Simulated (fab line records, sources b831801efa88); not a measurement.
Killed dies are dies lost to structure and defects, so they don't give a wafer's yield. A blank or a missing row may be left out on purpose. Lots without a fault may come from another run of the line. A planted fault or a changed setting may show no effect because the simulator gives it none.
A struck lot beside a sound one | flow sky130 | 36 steps out of a route of 708
Sound: wafers L468.1, L468.3, L468.6. Struck: wafers L471.1, L471.2, L471.4. The cause comes at the end.
At each step with rows: each side's tool, then ch and its chambers, then its first start. Under that, the readings that differ: sound wafers | struck wafers | difference of the means | sigmas: that difference in standard deviations of wafers without a fault.
alike: readings whose means differ by less than 2 such deviations, and words and numbers that are the same on both sides. not compared: withheld readings, readings that some wafer has no value for, bounds like >300 that may hide the same value, and numbers for which the record gives no deviation and whose values overlap.
The two part at a step that has a row with sigmas, a row that says differs or no value, or rows on one side only. Numbers that don't overlap but have no deviation are shown without sigmas and don't part them. A reading that every wafer of one side lacks parts them only if that side has two wafers or more.

first, 10 steps without rows for these wafers: SKY_VIA2_STRIP_17 (strips in post etch residue remover, time 1200 s); SKY_VIA2_CLEAN_18 (cleans in IPA, time 180 s); SKY_VIA2_CLEAN_19 (cleans in O3/DIW); SKY_VIA2_SPUTTER_20 (material TiN, target thk 20 nm, time 80 s); SKY_VIA2_CVD_21 (deposits W, target thk 420 nm, time 126.4 s); SKY_VIA2_CMP_24 (polishes, stops on SiO2, t overpolish 20 s, target thk 0 nm); SKY_METAL3_SPUTTER_00 (material Ti, target thk 15 nm, time 10 s); SKY_METAL3_SPUTTER_01 (material TiN, target thk 20 nm, time 16.7 s); SKY_METAL3_SPUTTER_02 (material AlCu, target thk 735 nm, time 39.1 s); SKY_METAL3_SPUTTER_03 (material Ti, target thk 5 nm, time 3.3 s).
SKY_METAL3_SPUTTER_04: material TiN, target thk 70 nm, time 58.3 s.
  sound on pvd_sputter-01, day 39 04:40; struck on pvd_sputter-03, day 39 20:34
  no value came back on the struck wafers for cathode_dc_power_W (W), chamber_pressure_pa (Pa), throttle_valve_pct (%); on the sound wafers cathode_dc_power_W (W) reads 6499.3 6499.4 6500.5
then, 23 steps without rows for these wafers: SKY_CAPM_CVD_00 (deposits SiO2, target thk 15.5 nm); SKY_CAPM_SPUTTER_02 (material TiN, target thk 200 nm, time 166.7 s); SKY_CAPM_DEHYDRATE_05 (time 60 s); SKY_CAPM_HMDS_06 (prime time 60 s); SKY_CAPM_COAT_07 (resist thk 1140 nm); SKY_CAPM_SOFTBAKE_08 (time 60 s); SKY_CAPM_EXPOSE_09 (exposes mask CAPM, target cd 1000 nm); SKY_CAPM_PEB_10; SKY_CAPM_DEVELOP_11 (develop time 60 s); SKY_CAPM_METAL_ETCH_13 (etches TiN in Cl2/BCl3, stops on SiO2, target depth 220 nm, time 62.9 s); SKY_CAPM_STRIP_14 (strips in O2/N2); SKY_CAPM_STRIP_15 (strips in post etch residue remover, time 1200 s); SKY_CAPM_CLEAN_16 (cleans in IPA, time 180 s); SKY_CAPM_CLEAN_17 (cleans in O3/DIW); SKY_METAL3_DEHYDRATE_05 (time 60 s); SKY_METAL3_HMDS_06 (prime time 60 s); SKY_METAL3_COAT_07 (resist thk 60 nm); SKY_METAL3_COAT_08 (resist thk 1140 nm); SKY_METAL3_SOFTBAKE_09 (time 90 s); SKY_METAL3_EXPOSE_10 (exposes mask MM3, target cd 300 nm); SKY_METAL3_PEB_11; SKY_METAL3_DEVELOP_12 (develop time 60 s); SKY_METAL3_DESCUM_15 (chemistry O2, time 8 s).
-- the record jumps here: 2 days lie between the struck wafers' starts before and after --
SKY_METAL3_METAL_ETCH_18: etches the open film in Cl2/BCl3, stops on SiO2, target depth 845 nm, time 183.1 s.
  sound on rie_metal-04 ch 0, day 41 05:37; struck on rie_metal-01 ch 0,1, day 41 22:28
  reading               | sound             | struck            | difference | sigmas
  oes_product_au (a.u.) | 0.864 0.875 0.875 | 0.821 0.824 0.822 | -0.049     | -8
  alike: bias_w, drypump_motor_current_A, he_backside_leak_sccm, throttle_valve_pct
  not compared: rf_hours_counter_h
-- the record jumps here: 7 days lie between the struck wafers' starts before and after (it left off in module METAL3 and takes up again in module PAD_OPEN, whose first step shown is number 708 of the route) --
SKY_PAD_OPEN_PROBE_99:
  sound on prober-02, day 47 22:44; struck on prober-01, day 48 12:40
  reading                              | sound                | struck               | difference | sigmas
  model.etest.via3_chain.rc_ohm        | 9.365 9.549 9.481    | 15.77 15.59 14.75    | +5.90      |
  model.etest.cap_mim.bv_v (V)         | 13.78 13.79 14.36    | 9.32 9.627 9.973     | -4.34      |
  model.etest.cap_mim.leak_log10_a_cm2 | -8.934 -9.063 -8.998 | -7.662 -7.503 -7.607 | +1.408     |
  alike: defect_limited_yield, killed_at_M0_to_M3, killed_at_M4_up, killed_at_contacts, killed_at_front_end, killed_at_other, killed_dies, killed_open, killed_short, sort_bin_3_pad_short, sort_bin_5_function, sort_bin_6_memory, sort_n_pass, sort_yield_pct

WHERE THEY PART
First at SKY_METAL3_SPUTTER_04; last, within this record, at SKY_METAL3_METAL_ETCH_18. Later steps at which nothing parts them and some readings are alike: SKY_PAD_OPEN_PROBE_99.

WHY: what the simulator had put in
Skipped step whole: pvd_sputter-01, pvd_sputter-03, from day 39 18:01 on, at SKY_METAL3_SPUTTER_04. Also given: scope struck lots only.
